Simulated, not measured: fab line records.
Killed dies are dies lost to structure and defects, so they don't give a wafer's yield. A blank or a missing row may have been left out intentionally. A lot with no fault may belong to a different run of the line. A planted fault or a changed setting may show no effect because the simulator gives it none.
Matching of chambers | flow sfqLine | 3 sister chambers for SFQ_TRILAYER_A5C_DEP_PECVD_142 on pecvd-03
The step deposits SiO2 from SiH4/N2O, time 15.556 s, target thk 70 nm. 15 wafers are shown with their chamber, then 7 later ones without.

WAFERS, EACH WITH ITS CHAMBER
wafer  | chamber | throttleValvePct (%) | heaterPowerW (W)
L819.1 | 1       | 23.4                 | 81
L819.4 | 1       | 23.7                 | 80
L819.6 | 2       | 22.8                 | 67
L822.1 | 2       | 22.9                 | 65
L822.3 | 0       | 25.9                 | 110
L822.6 | 0       | 26.1                 | 107
L823.4 | 0       | 26.1                 | 95
L823.5 | 1       | 23.8                 | 83
L823.6 | 2       | 23.1                 | 67
L829.1 | 0       | 26.7                 | 96
L829.2 | 1       | 24.0                 | 97
L829.3 | 2       | 23.2                 | 69
L830.1 | 1       | 24.0                 | 87
L830.4 | 1       | 24.1                 | 85
L830.5 | 0       | 26.9                 | 104

SIGNATURES (averages over the wafers above)
reading          | chamber 0 | chamber 1 | chamber 2 | scatter within a chamber
throttleValvePct | 26.340    | 23.833    | 23.000    | 0.314
heaterPowerW     | 102.40    | 85.50     | 67.00     | 5.6
Rule: distance of a wafer from a chamber = root of the sum over the readings of ((wafer's reading minus chamber's mean) / reading's scatter) squared. If the next closest chamber is less than 2 further off than the closest, the wafer can't be placed; otherwise it belongs to the closest. The scatter: the root of (the sum of the squares of (reading less its chamber's mean) over the shown wafers, divided by (wafers less chambers)).

WAFERS WITHOUT THEIR CHAMBER
wafer  | throttleValvePct (%) | heaterPowerW (W)
L831.1 | 24.2                 | 82
L831.2 | 23.3                 | 73
L831.3 | 26.7                 | 97
L832.3 | 26.6                 | 106
L832.6 | 23.2                 | 75
L835.1 | 24.4                 | 86
L835.4 | 23.2                 | 70

CHAMBER TAKEN BY EACH
wafer  | from the rows above     | in truth
L831.1 | 1                       | 1
L831.2 | can't be placed: 2 or 1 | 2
L831.3 | 0                       | 0
L832.3 | 0                       | 0
L832.6 | can't be placed: 2 or 1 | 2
L835.1 | 1                       | 1
L835.4 | 2                       | 2
5 of 7 placed correctly. Not placeable from these rows: 2 (in 2, the candidates include the true chamber). Wrongly placed: 0.
